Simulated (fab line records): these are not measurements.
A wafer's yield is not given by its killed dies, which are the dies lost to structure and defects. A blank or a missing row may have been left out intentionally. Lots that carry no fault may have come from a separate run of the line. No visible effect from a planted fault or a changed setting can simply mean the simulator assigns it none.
Chamber matching + flow sky130 + 4 sister chambers for SKY_FIELD_ISO_ETCH_17 on rie-si-01
The step etches Si in HBr/Cl2/O2, target depth 342 nm, time 97.7 s. 14 wafers are shown with their chamber, then 7 later ones without.

== WAFERS, EACH WITH ITS CHAMBER ==
| wafer  | chamber | drypump-motor-current-A (A) | throttle-valve-pct (%) | oes-product-au (a.u.) |
|--------|---------|-----------------------------|------------------------|-----------------------|
| L887.1 | 3       | 5.8                         | 25.669                 | 1.001                 |
| L887.2 | 2       | 6.2                         | 25.655                 | 1.000                 |
| L887.4 | 0       | 6.7                         | 25.662                 | 0.999                 |
| L888.2 | 2       | 6.2                         | 25.654                 | 0.993                 |
| L888.4 | 1       | 4.8                         | 25.651                 | 1.010                 |
| L888.6 | 3       | 5.8                         | 25.664                 | 0.990                 |
| L890.2 | 2       | 6.2                         | 25.656                 | 1.005                 |
| L890.5 | 0       | 6.6                         | 25.659                 | 0.991                 |
| L890.6 | 1       | 4.8                         | 25.633                 | 1.006                 |
| L893.1 | 0       | 6.6                         | 25.674                 | 0.991                 |
| L893.4 | 1       | 4.8                         | 25.647                 | 1.015                 |
| L893.6 | 1       | 4.8                         | 25.632                 | 1.006                 |
| L896.2 | 1       | 4.8                         | 25.648                 | 1.013                 |
| L896.4 | 3       | 5.8                         | 25.661                 | 1.002                 |

SIGNATURES (means of the wafers above)
| reading                 | chamber 0 | chamber 1 | chamber 2 | chamber 3 | scatter within a chamber |
|-------------------------|-----------|-----------|-----------|-----------|--------------------------|
| drypump-motor-current-A | 6.633     | 4.800     | 6.200     | 5.800     | 0.0258                   |
| throttle-valve-pct      | 25.66500  | 25.64220  | 25.65500  | 25.66467  | 0.00695                  |
| oes-product-au          | 0.99367   | 1.01000   | 0.99933   | 0.99767   | 0.0052                   |
Rule: a wafer's distance from a chamber is the root of the sum, over the readings, of the square of ((its reading less the chamber's mean) divided by the reading's scatter). The wafer belongs to the nearest chamber; if the next one is less than 2 further off, it can't be placed. The scatter is the square root of a quotient: the sum, over the shown wafers, of each reading's squared deviation from its chamber's mean, divided by wafers minus chambers.

== WAFERS WHOSE CHAMBER IS MISSING ==
| wafer  | drypump-motor-current-A (A) | throttle-valve-pct (%) | oes-product-au (a.u.) |
|--------|-----------------------------|------------------------|-----------------------|
| L896.5 | 5.8                         | 25.667                 | 0.998                 |
| L898.2 | 4.8                         | 25.653                 | 1.015                 |
| L898.3 | 6.6                         | 25.666                 | 1.001                 |
| L898.4 | 5.8                         | 25.653                 | 1.005                 |
| L899.3 | 6.5                         | 25.664                 | 0.992                 |
| L899.5 | 6.6                         | 25.664                 | 0.997                 |
| L899.6 | 5.8                         | 25.673                 | 0.992                 |

== WHICH CHAMBER EACH ONE RAN IN ==
| wafer  | from the rows above | in truth |
|--------|---------------------|----------|
| L896.5 | 3                   | 3        |
| L898.2 | 1                   | 1        |
| L898.3 | 0                   | 0        |
| L898.4 | 3                   | 3        |
| L899.3 | 0                   | 0        |
| L899.5 | 0                   | 0        |
| L899.6 | 3                   | 3        |
Placed correctly: 7 of 7. Number that these rows cannot place: 0. Wrongly placed: 0.
